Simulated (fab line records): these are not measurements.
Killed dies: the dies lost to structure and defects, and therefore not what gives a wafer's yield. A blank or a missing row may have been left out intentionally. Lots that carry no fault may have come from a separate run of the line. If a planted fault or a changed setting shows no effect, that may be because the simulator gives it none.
Which tool was responsible?    flow sky130    14 lots, 42 wafers sampled, at 2 steps of a route of 708

## WHAT EACH GAUGE READ, for each wafer
SKY_VT_ADJUST_NCORE_CD_MEAS_07: the cd target is 380 nm.
lot   measured      on         cd nm (nm)
L449  day 8 18:33   cd sem-02  384.6 383.1 379.7
L450  day 9 03:16   cd sem-01  381.4 381.7 378.4
L452  day 9 11:42   cd sem-02  379.6 381.4 382.3
L453  day 9 18:34   cd sem-01  381.2 381.0 381.6
L454  day 10 04:36  cd sem-01  377.4 378.9 378.8
L456  day 10 15:49  cd sem-02  374.1 374.9 376.6
L458  day 11 07:57  cd sem-02  279.2 279.3 280.1 279.8 279.1 279.8
L459  day 11 17:36  cd sem-01  377.4 379.6 378.7
L461  day 12 06:00  cd sem-02  297.8 297.2 301.0 297.6 297.2 301.1
L463  day 12 20:46  cd sem-01  377.3 375.9 376.6
L468  day 14 15:38  cd sem-01  379.6 382.6 380.5
L469  day 14 23:38  cd sem-01  379.6 380.4 378.0
L470  day 15 14:33  cd sem-02  376.9 380.1 378.0
L471  day 16 03:21  cd sem-01  377.4 377.0 378.0

## WHAT TOOL EACH LOT RAN ON (gives the tool, then ch and the chambers of the sampled wafers, and finally the start)
lot   SKY_VT_ADJUST_NCORE_DEVELOP_06
L449  litho track-03 ch 0, day 8 18:24
L450  litho track-01 ch 0, day 9 03:07
L452  litho track-03 ch 0, day 9 11:33
L453  litho track-01 ch 0, day 9 18:25
L454  litho track-03 ch 0, day 10 04:27
L456  litho track-03 ch 0, day 10 15:40
L458  litho track-03 ch 0, day 11 07:48
L459  litho track-02 ch 0, day 11 17:27
L461  litho track-03 ch 0, day 12 05:51
L463  litho track-01 ch 0, day 12 20:37
L468  litho track-02 ch 0, day 14 15:30
L469  litho track-01 ch 0, day 14 23:29
L470  litho track-03 ch 0, day 15 14:24
L471  litho track-02 ch 0, day 16 03:12
- SKY_VT_ADJUST_NCORE_DEVELOP_06: develop time 60 s.

## AS READ BY THE TOOLS THEMSELVES (means over the sampled wafers that have a number; for cases with no such wafer, the mark the record gives instead)
The record holds no such reading with a usual standard deviation.

## THE ANSWER, worked out from the rows above alone
Rule: what is usual is taken from the lots themselves. The widest of any qualifying gaps counts: lots, ordered by their means at a reading, are off when they make up no more than a third of the lots, leave a main group of 4 or more, and stand apart from it by 3 or more times the standard deviation of that group's means. Not used: any main group whose means are identical at the precision the tables above print for the reading. A lot without any number at a reading at which 4 lots or more have one is off too. Where the step has rows for the other lots, those lots are counted as sound. Order of review: gauges by route order, followed by the tools' own readings, for which a lot's mean as printed above is used. The first step at which some lot is off is used, and at that step the reading that is off furthest; a lot without a number counts as furthest.
Off at SKY_VT_ADJUST_NCORE_CD_MEAS_07 (cd nm): L458, L461. The main group: mean 379.2 nm, standard deviation 2.1.
If a tool, at a process step before that reading, ran all the lots that are off and no sound lot after the first of them, it fits. The gauges at SKY_VT_ADJUST_NCORE_CD_MEAS_07 are tried like those tools. No candidate that was tried fits.

## WHAT THE SIMULATOR HAD INSERTED
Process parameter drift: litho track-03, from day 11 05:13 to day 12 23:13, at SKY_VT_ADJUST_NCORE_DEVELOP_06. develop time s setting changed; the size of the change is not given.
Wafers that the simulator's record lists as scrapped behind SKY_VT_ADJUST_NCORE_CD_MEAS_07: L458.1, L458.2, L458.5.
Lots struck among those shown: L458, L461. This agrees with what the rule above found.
